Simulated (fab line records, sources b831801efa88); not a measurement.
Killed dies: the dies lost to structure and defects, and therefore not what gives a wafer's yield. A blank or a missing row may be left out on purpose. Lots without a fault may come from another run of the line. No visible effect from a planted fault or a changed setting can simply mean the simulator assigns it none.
One fault through the eyes of 2 desks    flow gf180mcu    every desk sees just its own numbers, and what lay behind them comes last

== METROLOGY DESK ==
Means of the sampled wafers that have a number, per lot and without regard to the tool the lot ran on: this is what the gauges read. If a lot's mean is further than 4 standard deviations from the usual mean, the lot is out of limits and carries the mark OUT (the distance appears in the brackets).
Columns: A = V4_CVD_00_THK at GF_V4_THK_MEAS_01, usual 576 nm; B = MIM_CVD_05_THK at GF_MIM_THK_MEAS_06, usual 41.8 nm
lot   first seen here  A    B
L160  day 23 14:46     575  42.3
L161  day 24 04:31     586  42.3
L162  day 24 21:51     578  41.0
L163  day 25 01:23     573  41.6
L164  day 25 09:37     569  40.9
L167  day 26 05:45     571  41.7
L168  day 26 09:28     560  42.4
L169  day 26 20:10     580  41.7
L170  day 27 10:54     581  42.2
L176  day 28 21:22     578  41.8
L178  day 29 10:46     582  41.5
L179  day 29 15:38     583  41.7
L182  day 30 11:19     580  41.9
This desk found nothing out of limits on any of the 13 lots.

== DESK OF THE TOOL OWNER: plasma asher-03 ==
The tool's own readings at GF_VT_IMPLANT_STRIP_31 (strips in O2/N2): means of the sampled wafers that have a number, for each lot that ran on this tool. If a lot's mean is further than 4 standard deviations from the usual mean, the lot is out of limits and carries the mark OUT (the distance appears in the brackets).
Columns: A = drypump motor current A at GF_VT_IMPLANT_STRIP_31, usual 5.7 A; B = heater power w at GF_VT_IMPLANT_STRIP_31, usual 329 W; C = o2 flow sccm at GF_VT_IMPLANT_STRIP_31, usual 3000 sccm; D = oes product au at GF_VT_IMPLANT_STRIP_31, usual 0.716 a.u.; E = platen temp c at GF_VT_IMPLANT_STRIP_31, usual 249.99 C; F = strip time to endpoint s at GF_VT_IMPLANT_STRIP_31, usual 12.68 s
lot   first seen here  A    B    C               D      E       F
L160  day 7 03:19      5.9  337  2997            0.715  249.95  12.72
L163  day 8 03:44      5.7  343  2997            0.716  249.96  12.65
L164  day 8 08:04      5.9  336  3002            0.716  249.92  12.63
L167  day 9 03:20      5.9  336  3000            0.718  249.89  12.70
L168  day 9 06:44      5.7  339  3009            0.716  250.12  12.72
L169  day 9 14:17      5.9  335  3195 (+22) OUT  0.720  250.02  12.69
L170  day 9 21:56      5.7  339  3400 (+45) OUT  0.721  249.94  12.64
This desk's finding: out of limits on L169, L170; first on L169, day 9 14:17 (o2 flow sccm at GF_VT_IMPLANT_STRIP_31). L160, L163, L164, L167, L168 stayed within limits.

== BROUGHT TOGETHER ==
At day 9 14:17, on L169, L170, the tool owner's desk was in a position to raise an alarm.
From the metrology desk's view, nothing was out of limits.
The metrology desk has L169, L170 on record, within its limits.
The lots listed all ran GF_VT_IMPLANT_STRIP_31 on plasma asher-03.

== WHAT THE SIMULATOR HAD INSERTED ==
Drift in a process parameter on plasma asher-03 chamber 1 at GF_VT_IMPLANT_STRIP_31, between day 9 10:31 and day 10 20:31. From 3000, the setting o2 flow sccm moved by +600. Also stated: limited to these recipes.
Lots struck among those shown: L169, L170.
Hours from the fault's start to each desk's first reading out of limits: the tool owner's desk, 4.
